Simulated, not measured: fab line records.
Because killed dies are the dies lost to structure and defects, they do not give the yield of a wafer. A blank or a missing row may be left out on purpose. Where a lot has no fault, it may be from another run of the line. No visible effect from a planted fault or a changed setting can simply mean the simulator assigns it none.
Struck lot and sound lot, side by side / flow sky130 / 15 out of 708 route steps
Sound: these wafers, L881.4, L881.5, L881.6. Struck: wafer L871.1 (L871.2, L871.4, from the same lot, were not struck and are left out); the cause is given at the end.
Order at every step that has rows: each side's tool, ch and its chambers, its first start. Under that, the readings that differ: sound wafers / struck wafers / difference of the means / sigmas: that difference in standard deviations of wafers without a fault.
alike: same words and numbers on both sides, and readings whose means sit less than 2 such deviations apart. not compared: any withheld reading, any reading some wafer has no value for, any bound like >300 that may hide the same value, and any number with overlapping values for which the record gives no deviation.
A row with sigmas, a row that says differs or no value, or rows on one side alone: a step with any of these is where the two part. Numbers that don't overlap but have no deviation are shown without sigmas and don't part them. A reading missing from all wafers of one side parts the sides only when that side holds two or more wafers.

first, 3 steps without rows for these wafers: SKY_PASSIVATION_EXPOSE_08 (exposes mask NSM, target cd 3000 nm); SKY_PASSIVATION_PEB_09; SKY_PASSIVATION_DEVELOP_10 (develop time 60 s).
SKY_PASSIVATION_ETCH_11: etches the open film in CF4/O2, stops on AlCu, target depth 725 nm, time 161.1 s.
  sound on rie diel-01 ch 2,3, day 48 22:49; struck on rie diel-01 ch 3, day 46 13:41
  alike: drypump motor current A, oes product au, throttle valve pct
  not compared: rf hours counter h
SKY_PASSIVATION_STRIP_12: strips in O2/N2.
  sound on plasma asher-02 ch 0,1, day 48 22:57; struck on plasma asher-01 ch 0, day 46 13:47
reading=rf hours counter h (h); sound=- - -; struck=68; difference=no value on the sound wafers; sigmas=
  alike: drypump motor current A, o2 flow sccm, oes product au, strip time to endpoint s
then, 7 steps without rows for these wafers: SKY_PAD_OPEN_DEHYDRATE_00 (time 60 s); SKY_PAD_OPEN_HMDS_01 (prime time 60 s); SKY_PAD_OPEN_COAT_02 (resist thk 3000 nm); SKY_PAD_OPEN_SOFTBAKE_03; SKY_PAD_OPEN_EXPOSE_04 (exposes mask PDM, target cd 60000 nm); SKY_PAD_OPEN_PEB_05; SKY_PAD_OPEN_DEVELOP_06 (develop time 60 s).
SKY_PAD_OPEN_ETCH_07: etches the open film in CF4/O2, stops on AlCu, target depth 725 nm, time 161.1 s.
  sound on rie diel-03 ch 0,1,2, day 49 17:06; struck on rie diel-04 ch 0, day 47 09:27
reading=oes product au (a.u.); sound=0.972 0.983 0.972; struck=0.875; difference=-0.101; sigmas=-15
reading=throttle valve pct (%); sound=5.977 5.963 5.965; struck=5.913; difference=-0.055; sigmas=-6
reading=model.PAD_OPEN.feature depth nm (nm); sound=709 710.4 707.3; struck=574.3; difference=-134.6; sigmas=
reading=model.etch.depth nm (nm); sound=709 710.4 707.3; struck=574.3; difference=-134.6; sigmas=
  alike: drypump motor current A
  not compared: rf hours counter h
SKY_PAD_OPEN_STRIP_08: strips in O2/N2.
  sound on plasma asher-01 ch 0,1, day 49 17:14; struck on plasma asher-02 ch 0, day 47 09:34
reading=rf hours counter h (h); sound=- - -; struck=96; difference=no value on the sound wafers; sigmas=
  alike: drypump motor current A, o2 flow sccm, oes product au, strip time to endpoint s
SKY_PAD_OPEN_PROBE_99:
  sound on prober-01 at day 49 19:37; struck on prober-02 at day 47 11:47
reading=killed at contacts; sound=17 18 16; struck=35; difference=+18; sigmas=+4
reading=model.etest.tester.sort n pass; sound=427 408 406; struck=0; difference=-414; sigmas=
reading=model.etest.tester.sort yield pct (%); sound=86.79 82.93 82.52; struck=0; difference=-84; sigmas=
reading=model.etest.tester.sort_bin_5_pct (%); sound=7.724 8.943 9.959; struck=94.72; difference=+85.84; sigmas=
reading=model.etest.nfet_01v8_swapped.open; sound=0 0 0; struck=1; difference=+1; sigmas=
reading=model.etest.res ndiff hv.open; sound=0 0 0; struck=1; difference=+1; sigmas=
reading=model.etest.field p.open; sound=0 0 0; struck=1; difference=+1; sigmas=
reading=model.etest.res ndiff.open; sound=0 0 0; struck=1; difference=+1; sigmas=
reading=model.etest.nfet_05v0_nvt.open; sound=0 0 0; struck=1; difference=+1; sigmas=
  alike: defect limited yield, killed_at_M0_to_M3, killed_at_M4_up, killed at front end, killed at other, killed dies, killed open, killed short

WHERE THEY PART
First at SKY_PASSIVATION_STRIP_12; last, within this record, at SKY_PAD_OPEN_PROBE_99.

WHY: what the simulator had put in
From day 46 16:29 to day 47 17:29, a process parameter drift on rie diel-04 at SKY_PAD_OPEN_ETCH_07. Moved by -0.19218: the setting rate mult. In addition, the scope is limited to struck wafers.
